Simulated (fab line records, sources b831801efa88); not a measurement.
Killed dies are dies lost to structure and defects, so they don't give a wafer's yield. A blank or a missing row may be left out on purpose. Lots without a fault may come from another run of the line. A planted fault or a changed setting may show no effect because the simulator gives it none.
fab line records | flow sky130
record lots=14 wafers=42 last_day=51
route steps=708 shown FIELD_ISO@5 DNWELL@41 NWELL@81 GATE_OXIDE@197 PAD_OPEN@708
lots that met no fault: from a run of the same line without faults
start_h: hours from the record's first day to the start of the lot's first wafer shown | wait_h: hours since the lot's step before | " the same as in the row above | L1.1+2: a row that stands for several wafers | - no value, or no start given | * or withheld: withheld | < > ~ a bound
route shown NAME@n: a module of which the file shows steps, and the number in the route of the first | usual: mean/standard deviation of fault-free wafers | same: alike in all rows | chamber/n: place in a boat | sites: the reading at each site | _std_site: their standard deviation | _edge_site: outer sites' mean less inner sites' | radius_mm: how far each site lies from the wafer's centre | mask NAME#n: copy n | behind: the tool/chamber that last shaped the wafer | hold: why the lot was held/for how many hours/how that ended | device: the transistor (n, p or np) that didn't switch | end of line: the same wafers' tests at the end of the route | a step without rows: its recipe alone | killed: dies lost to structure and defects at the first sort, not the wafer's yield | map: a wafer's dies, x killed, . not, _ none there
set.NAME: the setting as run; set.NAME@STEP: as run at that earlier step | model.NAME: the simulator's own value behind a step, which no gauge read
steps of the route over a sample of lots; a table a step, a row a wafer
services: from which hour (start_h, from the record's first day; less than 0 if before it) a tool's chamber was out of use, for how many hours, and why
## steps
# step SKY_FIELD_ISO_THK_MEAS_04
# recipe reads=Si3N4_of_FIELD_ISO_CVD_03
# usual FIELD_ISO_CVD_03_THK=164.0/1.6
# columns lot.wafer tool chamber start_h wait_h FIELD_ISO_CVD_03_THK[nm]
L721.3 film_metro-04 - 19.39 0.0 162.3
L721.4 " - " " 160.3
L721.5 " - " " 159.8
L722.2 film_metro-01 - 27.57 0.0 164.4
L722.3 " - " " 165.6
L722.5 " - " " 163.0
L723.2 film_metro-04 - 27.57 0.0 164.4
L723.3 " - " " 165.1
L723.5 " - " " 165.7
L724.2 film_metro-03 - 32.45 0.0 163.7
L724.5 " - " " 163.8
L724.6 " - " " 163.1
L725.2 film_metro-01 - 34.23 0.0 162.4
L725.3 " - " " 163.8
L725.4 " - " " 162.5
L726.1 film_metro-04 - 39.62 0.0 162.8
L726.2 " - " " 162.9
L726.4 " - " " 162.9
L727.1 film_metro-01 - 43.48 0.0 164.3
L727.2 " - " " 165.8
L727.6 " - " " 165.8
L730.2 film_metro-04 - 59.75 0.0 165.9
L730.5 " - " " 164.2
L730.6 " - " " 167.2
L731.2 film_metro-03 - 63.59 0.0 163.4
L731.3 " - " " 166.2
L731.6 " - " " 165.7
L732.2 film_metro-04 - 68.49 0.0 162.2
L732.3 " - " " 162.5
L732.5 " - " " 163.0
L735.2 film_metro-04 - 83.89 0.0 163.8
L735.3 " - " " 163.0
L735.5 " - " " 164.2
L740.3 film_metro-04 - 108.50 0.0 165.5
L740.5 " - " " 165.5
L740.6 " - " " 167.1
L741.3 film_metro-04 - 113.90 0.0 165.7
L741.4 " - " " 165.4
L741.5 " - " " 166.5
L743.1 film_metro-01 - 126.55 0.0 165.9
L743.3 " - " " 166.9
L743.6 " - " " 165.5
# step SKY_DNWELL_DEVELOP_06
# recipe wall_angle_deg=90 developer=TMAH develop_time_s=60 dev_temp_c=23
# columns lot.wafer tool chamber start_h wait_h
L721.3+4+5 litho_track-02 0 53 -
L723.2+3+5 litho_track-02 0 64 -
L722.2+3+5 litho_track-03 0 64 -
L724.2+5+6 litho_track-02 0 71 -
L725.2+3+4 litho_track-02 0 76 -
L726.1+2+4 litho_track-02 0 80 -
L727.1+2+6 litho_track-02 0 81 -
L730.2+5+6 litho_track-01 0 99 -
L731.2+3+6 litho_track-02 0 104 -
L732.2+3+5 litho_track-03 0 109 -
L735.2+3+5 litho_track-03 0 125 -
L740.3+5+6 litho_track-02 0 154 -
L741.3+4+5 litho_track-03 0 159 -
L743.1+3+6 litho_track-02 0 172 -
# step SKY_DNWELL_TW_MEAS_09
# usual DNWELL_TW=1105/20
# columns lot.wafer tool chamber start_h wait_h DNWELL_TW
L721.3 film_metro-02 - 54.31 0.1 1120
L721.4 " - " " 1128
L721.5 " - " " 1130
L723.2 film_metro-03 - 64.60 0.1 1084
L723.3 " - " " 1079
L723.5 " - " " 1076
L722.2 film_metro-03 - 65.08 0.1 1084
L722.3 " - " " 1082
L722.5 " - " " 1081
L724.2 film_metro-03 - 72.15 0.1 1098
L724.5 " - " " 1088
L724.6 " - " " 1093
L725.2 film_metro-01 - 76.50 0.1 1090
L725.3 " - " " 1105
L725.4 " - " " 1101
L726.1 film_metro-01 - 80.54 0.1 1099
L726.2 " - " " 1102
L726.4 " - " " 1101
L727.1 film_metro-01 - 81.54 0.1 1099
L727.2 " - " " 1096
L727.6 " - " " 1097
L730.2 film_metro-03 - 100.25 0.1 1087
L730.5 " - " " 1084
L730.6 " - " " 1092
L731.2 film_metro-01 - 105.25 0.1 1094
L731.3 " - " " 1087
L731.6 " - " " 1097
L732.2 film_metro-01 - 109.83 0.1 1090
L732.3 " - " " 1092
L732.5 " - " " 1094
L735.2 film_metro-02 - 126.33 0.1 1136
L735.3 " - " " 1134
L735.5 " - " " 1137
L740.3 film_metro-03 - 154.61 0.1 519
L740.5 " - " " 527
L740.6 " - " " 521
L741.3 film_metro-03 - 160.24 0.1 1099
L741.4 " - " " 1088
L741.5 " - " " 1092
L743.1 film_metro-02 - 173.39 0.1 535
L743.3 " - " " 542
L743.6 " - " " 544
# step SKY_NWELL_RTA_28
# recipe temp_c=1050 time_s=30 idle_temp_c=650 ramp_up_c_per_s=150 ramp_down_c_per_s=90 ambient=N2
# usual lamp_power_pct=25.30/0.05 wafer_temp_C_max=1054.9/0.83
# columns lot.wafer tool chamber start_h wait_h lamp_power_pct wafer_temp_C_max
L721.3 rtp_anneal-02 0 104.77 0.0 25.24 1054.4
L721.4 " 0 " " 25.38 1055.2
L721.5 " 0 " " 25.23 1055.0
L723.2 rtp_anneal-02 0 116.66 0.0 25.29 1056.2
L723.3 " 0 " " 25.29 1054.0
L723.5 " 0 " " 25.37 1054.3
L722.2 rtp_anneal-01 0 117.35 0.0 25.41 1054.1
L722.3 " 0 " " 25.27 1054.1
L722.5 " 0 " " 25.28 1055.3
L724.2 rtp_anneal-01 0 125.15 0.0 25.29 1055.0
L724.5 " 0 " " 25.27 1056.7
L724.6 " 0 " " 25.40 1054.1
L725.2 rtp_anneal-02 0 129.56 0.0 25.31 1055.3
L725.3 " 0 " " 25.27 1055.1
L725.4 " 0 " " 25.33 1054.9
L726.1 rtp_anneal-01 0 134.94 0.0 25.32 1055.5
L726.2 " 0 " " 25.32 1055.1
L726.4 " 0 " " 25.30 1054.4
L727.1 rtp_anneal-02 0 135.59 0.0 25.27 1053.4
L727.2 " 0 " " 25.25 1056.2
L727.6 " 0 " " 25.28 1055.3
L730.2 rtp_anneal-02 0 157.35 0.0 25.40 1055.5
L730.5 " 0 " " 25.25 1054.7
L730.6 " 0 " " 25.30 1057.1
L731.2 rtp_anneal-01 0 161.86 0.0 25.37 1054.8
L731.3 " 0 " " 25.36 1055.2
L731.6 " 0 " " 25.32 1053.9
L732.2 rtp_anneal-01 0 168.30 0.0 25.28 1054.6
L732.3 " 0 " " 25.28 1053.9
L732.5 " 0 " " 25.29 1053.9
L735.2 rtp_anneal-01 0 187.95 0.0 25.24 1055.5
L735.3 " 0 " " 25.28 1054.4
L735.5 " 0 " " 25.33 1054.8
L740.3 rtp_anneal-01 0 220.52 0.0 25.26 1054.6
L740.5 " 0 " " 25.27 1054.7
L740.6 " 0 " " 25.29 1054.2
L741.3 rtp_anneal-02 0 226.17 0.0 25.27 1054.5
L741.4 " 0 " " 25.31 1055.0
L741.5 " 0 " " 25.27 1054.7
L743.1 rtp_anneal-02 0 240.27 0.0 25.33 1054.2
L743.3 " 0 " " 25.33 1054.7
L743.6 " 0 " " 25.26 1054.7
# step SKY_GATE_OXIDE_OVL_MEAS_10
# usual GATE_OXIDE_OVL=1.2/1.4
# columns lot.wafer tool chamber start_h wait_h GATE_OXIDE_OVL[nm]
L721.3 overlay-01 - 310.55 0.1 3.3
L721.4 " - " " 1.7
L721.5 " - " " 3.0
L722.2 overlay-01 - 331.59 0.1 1.8
L722.3 " - " " 1.8
L722.5 " - " " 0.9
L723.2 overlay-02 - 331.74 0.1 -0.6
L723.3 " - " " -1.5
L723.5 " - " " -3.5
L724.2 overlay-01 - 343.89 0.1 2.7
L724.5 " - " " 1.8
L724.6 " - " " 2.5
L725.2 overlay-01 - 347.94 0.1 1.3
L725.3 " - " " 1.2
L725.4 " - " " 3.0
L726.1 overlay-02 - 352.54 0.1 -0.1
L726.2 " - " " -1.4
L726.4 " - " " -0.7
L727.1 overlay-01 - 352.64 0.1 0.6
L727.2 " - " " -0.2
L727.6 " - " " 1.1
L730.2 overlay-01 - 386.04 0.1 3.6
L730.5 " - " " 2.9
L730.6 " - " " 2.2
L731.2 overlay-01 - 389.54 0.1 1.5
L731.3 " - " " 1.7
L731.6 " - " " 0.8
L732.2 overlay-01 - 407.49 0.1 2.6
L732.3 " - " " 0.7
L732.5 " - " " 2.2
L735.2 overlay-01 - 438.89 0.1 0.7
L735.3 " - " " 0.4
L735.5 " - " " 0.2
L740.3 overlay-02 - 476.05 0.1 -0.6
L740.5 " - " " -0.2
L740.6 " - " " -1.5
L741.3 overlay-01 - 477.70 0.1 2.6
L741.4 " - " " 3.2
L741.5 " - " " 3.6
L743.1 overlay-02 - 534.08 0.1 2.6
L743.3 " - " " 0.6
L743.6 " - " " 1.2
# step SKY_PAD_OPEN_PROBE_99
# usual killed_at_M0_to_M3=43/6.8 killed_at_M4_up=3.1/1.8 killed_at_contacts=25/5.8 killed_at_front_end=15/4.2 killed_at_other=0.3/0.5 killed_dies=87/9.7 killed_on_rim=17/4.1 killed_open=47/7.3 killed_short=39/6.6
# same gross_dies=492 killed_at_back_side=0
# columns lot.wafer tool chamber start_h wait_h killed_at_M0_to_M3 killed_at_M4_up killed_at_contacts killed_at_front_end killed_at_other killed_dies killed_on_rim killed_open killed_short
L735.2 prober-02 - 1163.60 0.1 48 4 18 12 0 82 20 37 45
L735.3 prober-02 - 1163.65 0.2 44 3 23 11 0 81 20 43 38
L735.5 prober-02 - 1163.75 0.2 44 1 28 15 0 88 13 45 43
L740.3 prober-02 - 1190.00 0.2 39 7 23 423 0 492 96 39 45
L740.5 prober-02 - 1190.10 0.2 41 4 13 434 0 492 96 38 33
L740.6 prober-02 - 1190.15 0.2 44 7 24 417 0 492 96 51 35
L743.1 prober-01 - 1214.49 0.1 51 4 18 419 0 492 96 40 45
L743.3 prober-01 - 1214.59 0.2 40 6 28 417 1 492 96 41 44
L743.6 prober-01 - 1214.74 0.2 51 2 19 420 0 492 96 47 38
# killed by level:class
L735.2 VIA1:geometric_particle:open=11 VIA1:geometric_particle:short=9 METAL2:geometric_particle:short=8 CONTACT:geometric_particle:open=7 CONTACT:geometric_particle:short=5 LI_CONTACT:geometric_particle:open=4 METAL3:geometric_particle:short=4 VIA3:geometric_particle:open=4
L735.3 CONTACT:geometric_particle:open=11 VIA1:geometric_particle:open=7 METAL2:geometric_particle:short=7 VIA3:geometric_particle:open=7 CONTACT:geometric_particle:short=5 METAL1:geometric_particle:short=5 VIA2:geometric_particle:open=5 LI_CONTACT:geometric_particle:open=4
L735.5 VIA1:geometric_particle:open=11 LOCAL_INTERCONNECT:geometric_particle:short=9 CONTACT:geometric_particle:open=9 VIA2:geometric_particle:open=7 POLY_GATE:geometric_particle:short=6 METAL1:geometric_particle:short=6 LI_CONTACT:geometric_particle:open=4 VIA3:geometric_particle:open=4
L740.3 DNWELL:area_develop=408 CONTACT:geometric_particle:open=11 METAL1:geometric_particle:short=8 VIA1:geometric_particle:open=8 CONTACT:geometric_particle:short=7 METAL4:geometric_particle:short=7 POLY_GATE:geometric_particle:open=6 VIA2:geometric_particle:open=6
L740.5 DNWELL:area_develop=421 METAL1:geometric_particle:short=6 VIA1:geometric_particle:open=6 VIA2:geometric_particle:open=6 VIA3:geometric_particle:open=6 METAL2:geometric_particle:short=5 POLY_GATE:geometric_particle:open=5 LOCAL_INTERCONNECT:geometric_particle:short=4
L740.6 DNWELL:area_develop=406 VIA1:geometric_particle:open=10 LI_CONTACT:geometric_particle:open=9 VIA3:geometric_particle:open=8 CONTACT:geometric_particle:open=7 CONTACT:geometric_particle:short=5 METAL2:geometric_particle:short=5 VIA2:geometric_particle:open=5
L743.1 DNWELL:area_develop=407 VIA3:geometric_particle:open=8 VIA1:geometric_particle:short=8 VIA1:geometric_particle:open=8 METAL1:geometric_particle:short=7 LI_CONTACT:geometric_particle:open=6 CONTACT:geometric_particle:open=5 METAL2:geometric_particle:short=5
L743.3 DNWELL:area_develop=407 CONTACT:geometric_particle:open=11 METAL1:geometric_particle:short=7 VIA2:geometric_particle:open=7 CONTACT:geometric_particle:short=5 VIA1:geometric_particle:open=5 LI_CONTACT:geometric_particle:open=4 LI_CONTACT:geometric_particle:short=4
L743.6 DNWELL:area_develop=407 VIA1:geometric_particle:open=11 VIA2:geometric_particle:open=10 METAL1:geometric_particle:short=6 VIA3:geometric_particle:open=6 FIELD_ISO:geometric_particle:short=5 LI_CONTACT:geometric_particle:open=5 CONTACT:geometric_particle:open=5
## services
# columns tool chamber start_h hours kind
rtp_anneal-02 - 51.74 4.2 pm
rtp_anneal-01 - 208.53 3.4 pm
## key
first_sign step=SKY_DNWELL_TW_MEAS_09 reading=DNWELL_TW direction=down sigmas=28 usual=1105 struck=531
effect step=SKY_PAD_OPEN_PROBE_99 reading=killed_at_front_end direction=up sigmas=97 usual=15 struck=422
more_kills_born_at SKY_DNWELL_DEVELOP_06@litho_track-02=2456
met_at SKY_DNWELL_DEVELOP_06
struck_lots L740,L743
tester_left_out L740,L743
not_acting_at SKY_FIELD_ISO_THK_MEAS_04,SKY_NWELL_RTA_28,SKY_GATE_OXIDE_OVL_MEAS_10
onset_between 104 154
fault kind=process_parameter_drift tool=litho_track-02 chamber=- onset_h=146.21 steps=SKY_DNWELL_DEVELOP_06 channel=develop_time_s offset=* shape=step end_h=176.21 acts_in=* stated=*
# tester_left_out: of these lots the tester's yield and bins aren't shown, on N5 and GAA mostly nor the transistor test; their killed dies are dies lost to structure and defects alone, not to doping, threshold or leakage, so they don't give the yield
